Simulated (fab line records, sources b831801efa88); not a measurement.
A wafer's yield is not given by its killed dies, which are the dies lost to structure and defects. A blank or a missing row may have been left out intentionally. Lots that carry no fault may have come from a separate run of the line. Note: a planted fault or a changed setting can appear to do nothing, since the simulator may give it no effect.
Struck lot and sound lot, side by side ; flow sky130 ; 15 steps out of a route of 708
Sound: wafers L283.3, L283.4, L283.6. The struck wafers were L277.2, L277.3, L277.4. Last of all comes the cause.
For every step that has rows: the tool of each side, followed by ch and its chambers, followed by its first start. Under that, the readings that differ: sound wafers ; struck wafers ; difference of the means ; sigmas: that difference in standard deviations of wafers without a fault.
alike: readings whose means differ by less than 2 such deviations, and words and numbers that are the same on both sides. not compared: withheld readings, readings that some wafer has no value for, bounds like >300 that may hide the same value, and numbers for which the record gives no deviation and whose values overlap.
A row with sigmas, a row that says differs or no value, or rows on one side alone: a step with any of these is where the two part. Numbers that have no deviation but don't overlap get no sigmas and don't part them. A reading missing from all wafers of one side parts the sides only when that side holds two or more wafers.

first, 5 steps without rows for these wafers: SKY_SONOS_TUNNEL_COAT_02 (resist thk 1140 nm); SKY_SONOS_TUNNEL_SOFTBAKE_03 (time 60 s); SKY_SONOS_TUNNEL_EXPOSE_04 (exposes mask TUNM, target cd 410 nm); SKY_SONOS_TUNNEL_PEB_05; SKY_SONOS_TUNNEL_DEVELOP_06 (develop time 60 s).
SKY_SONOS_TUNNEL_CD_MEAS_07: the cd target is 410 nm.
  sound on cd sem-01 at day 14 10:17; struck on cd sem-02 at day 12 09:04
  alike: cd nm
SKY_SONOS_TUNNEL_OVL_MEAS_08:
  sound on overlay-01 at day 14 10:23; struck on overlay-01 at day 12 09:11
  alike: SONOS_TUNNEL_OVL
then, 3 steps without rows for these wafers: SKY_SONOS_TUNNEL_IMPLANT_09; SKY_SONOS_TUNNEL_WET_ETCH_10 (etches SiO2 in dHF, target depth 14 nm, time 280 s); SKY_SONOS_TUNNEL_STRIP_11 (strips in SPM, time 600 s).
SKY_SONOS_TUNNEL_TW_MEAS_12:
  sound on film metro-02 at day 14 10:51; struck on film metro-01 at day 12 09:38
  alike: SONOS_TUNNEL_TW
then, 1 step without rows for these wafers: SKY_SONOS_TUNNEL_CLEAN_13 (cleans in dHF, time 20 s).
SKY_SONOS_ONO_OXIDATION_00: stabilise 600 s, purge 300 s, target thk 2.6 nm.
  sound on furnace-01 ch 0, day 14 10:54; struck on furnace-02 ch 0, day 12 12:14
reading;sound;struck;difference;sigmas
spike tc centre C (C);802.0 801.2 801.5;807.5 804.5 807.4;+4.9;+5
spike tc lower C (C);799.7 798.2 797.8;805.2 806.6 808.2;+8.1;+5
spike tc top C (C);814.4 812.0 813.8;821.9 819.7 820.8;+7.4;+5
spike tc upper C (C);798.3 802.6 799.4;803.8 805.1 805.4;+4.7;+5
tube center temp C (C);800.01 800.03 800.04;805.01 804.95 805.08;+4.99;+65
tube_center_temp_C_max;801.7 802.2 802.0;807.2 807.9 806.9;+5.4;+14
model.SiO2_of_SONOS_ONO_OXIDATION_00.thk nm (nm);2.655 2.625 2.624;2.772 2.78 2.847;+0.165;
  alike: ramp up c per min
SKY_SONOS_ONO_THK_MEAS_01:
  sound on film metro-04 at day 14 12:16; struck on film metro-04 at day 12 13:50
reading;sound;struck;difference;sigmas
SONOS_ONO_OXIDATION_THK (nm);2.64 2.65 2.64;2.80 2.81 2.86;+0.18;+3
  not compared: hold
-- a jump in the record: the struck wafers' starts before and after are 34 days apart (it breaks off in module SONOS_ONO and resumes in module PAD_OPEN, where the first step shown is number 708 of the route) --
SKY_PAD_OPEN_PROBE_99:
  sound on prober-01 at day 48 06:31; struck on prober-01 at day 46 09:40
reading;sound;struck;difference;sigmas
model.etest.sonos erased.vt v (V);-2.311 -2.314 -2.291;-2.162 -2.12 -2.031;+0.201;
  alike: killed_at_M0_to_M3, killed_at_M4_up, killed at contacts, killed at front end, killed at other, killed dies, killed open, killed short

WHERE THEY PART
At SKY_SONOS_ONO_OXIDATION_00 first; at SKY_SONOS_ONO_THK_MEAS_01 last (within this record only). Later steps at which nothing parts them and some readings are alike: SKY_PAD_OPEN_PROBE_99.

WHY: what the simulator had put in
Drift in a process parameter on furnace-02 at SKY_SONOS_ONO_OXIDATION_00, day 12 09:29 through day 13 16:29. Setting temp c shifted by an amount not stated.
